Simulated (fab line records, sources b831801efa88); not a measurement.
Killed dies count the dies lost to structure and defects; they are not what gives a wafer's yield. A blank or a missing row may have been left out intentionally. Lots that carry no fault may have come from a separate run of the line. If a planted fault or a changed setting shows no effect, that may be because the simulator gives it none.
The tool behind it: which one? / flow sky130 / 14 lots, 42 wafers sampled, at 2 steps of a route of 708

WHAT EACH GAUGE READ, for each wafer
SKY_LDD_P_TW_MEAS_11.
lot=L844; measured=day 19 13:55; on=film_metro-02; LDD_P_TW=637 637 638
lot=L842; measured=day 19 14:44; on=film_metro-02; LDD_P_TW=637 636 632
lot=L847; measured=day 20 21:26; on=film_metro-04; LDD_P_TW=640 640 639
lot=L846; measured=day 20 22:20; on=film_metro-03; LDD_P_TW=641 640 640
lot=L845; measured=day 20 22:38; on=film_metro-02; LDD_P_TW=635 634 637
lot=L849; measured=day 22 10:04; on=film_metro-03; LDD_P_TW=641 637 641
lot=L848; measured=day 22 12:04; on=film_metro-03; LDD_P_TW=640 638 639
lot=L851; measured=day 23 08:07; on=film_metro-02; LDD_P_TW=641 642 643
lot=L850; measured=day 23 10:47; on=film_metro-02; LDD_P_TW=613 612 613 614 612 616
lot=L853; measured=day 23 14:25; on=film_metro-04; LDD_P_TW=619 610 617 617 617 613
lot=L860; measured=day 25 18:04; on=film_metro-02; LDD_P_TW=634 632 634
lot=L861; measured=day 25 20:43; on=film_metro-04; LDD_P_TW=638 638 636
lot=L862; measured=day 26 08:37; on=film_metro-04; LDD_P_TW=636 637 638
lot=L864; measured=day 27 03:14; on=film_metro-02; LDD_P_TW=633 632 635

WHICH TOOL RAN EACH LOT (tool, then ch and the chambers of the sampled wafers, then the start)
lot=L844; SKY_LDD_P_IMPLANT_09=implanter-02 ch 0, day 19 13:41
lot=L842; SKY_LDD_P_IMPLANT_09=implanter-03 ch 0, day 19 14:31
lot=L847; SKY_LDD_P_IMPLANT_09=implanter-03 ch 0, day 20 21:11
lot=L846; SKY_LDD_P_IMPLANT_09=implanter-04 ch 0, day 20 22:05
lot=L845; SKY_LDD_P_IMPLANT_09=implanter-03 ch 0, day 20 22:23
lot=L849; SKY_LDD_P_IMPLANT_09=implanter-02 ch 0, day 22 09:49
lot=L848; SKY_LDD_P_IMPLANT_09=implanter-03 ch 0, day 22 11:49
lot=L851; SKY_LDD_P_IMPLANT_09=implanter-02 ch 0, day 23 07:52
lot=L850; SKY_LDD_P_IMPLANT_09=implanter-02 ch 0, day 23 10:34
lot=L853; SKY_LDD_P_IMPLANT_09=implanter-02 ch 0, day 23 14:10
lot=L860; SKY_LDD_P_IMPLANT_09=implanter-03 ch 0, day 25 17:49
lot=L861; SKY_LDD_P_IMPLANT_09=implanter-03 ch 0, day 25 20:29
lot=L862; SKY_LDD_P_IMPLANT_09=implanter-03 ch 0, day 26 08:22
lot=L864; SKY_LDD_P_IMPLANT_09=implanter-03 ch 0, day 27 03:01
- SKY_LDD_P_IMPLANT_09

AS READ BY THE TOOLS THEMSELVES (means over the sampled wafers that have a number; for cases with no such wafer, the mark the record gives instead)
SKY_LDD_P_IMPLANT_09.
lot=L844 tool=implanter-02 beam_energy_keV=25.007
lot=L842 tool=implanter-03 beam_energy_keV=24.995
lot=L847 tool=implanter-03 beam_energy_keV=25.013
lot=L846 tool=implanter-04 beam_energy_keV=25.004
lot=L845 tool=implanter-03 beam_energy_keV=25.004
lot=L849 tool=implanter-02 beam_energy_keV=25.006
lot=L848 tool=implanter-03 beam_energy_keV=24.992
lot=L851 tool=implanter-02 beam_energy_keV=24.996
lot=L850 tool=implanter-02 beam_energy_keV=21.386
lot=L853 tool=implanter-02 beam_energy_keV=21.386
lot=L860 tool=implanter-03 beam_energy_keV=25.000
lot=L861 tool=implanter-03 beam_energy_keV=24.997
lot=L862 tool=implanter-03 beam_energy_keV=24.997
lot=L864 tool=implanter-03 beam_energy_keV=24.985

THE ANSWER, worked out from the rows above alone
Rule: the lots themselves supply what counts as usual. Put in order of their means at a reading, lots are off if they are a third of the lots or fewer, leave a main group of 4 or more, and stand apart from it by a gap of 3 or more times the standard deviation of the main group's means; of several such gaps the widest counts. Not used: any main group whose means are identical at the precision the tables above print for the reading. A lot without any number at a reading at which 4 lots or more have one is off too. Any other lot the step has rows for is counted as sound. The gauges are gone through in route order, then the tools' own readings, and for those a lot's mean is taken as printed above. At the first step where some lot is off, the reading lying furthest off is the one used; lots without a number count as furthest.
Off: at SKY_LDD_P_TW_MEAS_11 (LDD_P_TW), L850, L853. Mean 637 and standard deviation 2.7 in the main group.
If a tool, at a process step before that reading, ran all the lots that are off and no sound lot after the first of them, it fits. The gauges at SKY_LDD_P_TW_MEAS_11 aren't tried: what is off there is off at SKY_LDD_P_IMPLANT_09 too, on other tools, and a gauge's error can't cause that. One fits: implanter-02 at SKY_LDD_P_IMPLANT_09. A fault onset in the window from L851 (day 23 07:52, its last sound lot) to L850 (day 23 10:34, its first lot off) fits.
The tool's own readings at SKY_LDD_P_IMPLANT_09 bear it out: on the lots that are off they differ by more than 5 times the standard deviation of the sound lots' means. beam_energy_keV reads 21.386 there against 25.000 on the sound lots.

WHAT THE SIMULATOR HAD INSERTED
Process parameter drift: implanter-02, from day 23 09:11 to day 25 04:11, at SKY_LDD_P_IMPLANT_09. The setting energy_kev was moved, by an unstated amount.
Lots struck among those shown: L850, L853. The rule above reached the same finding.
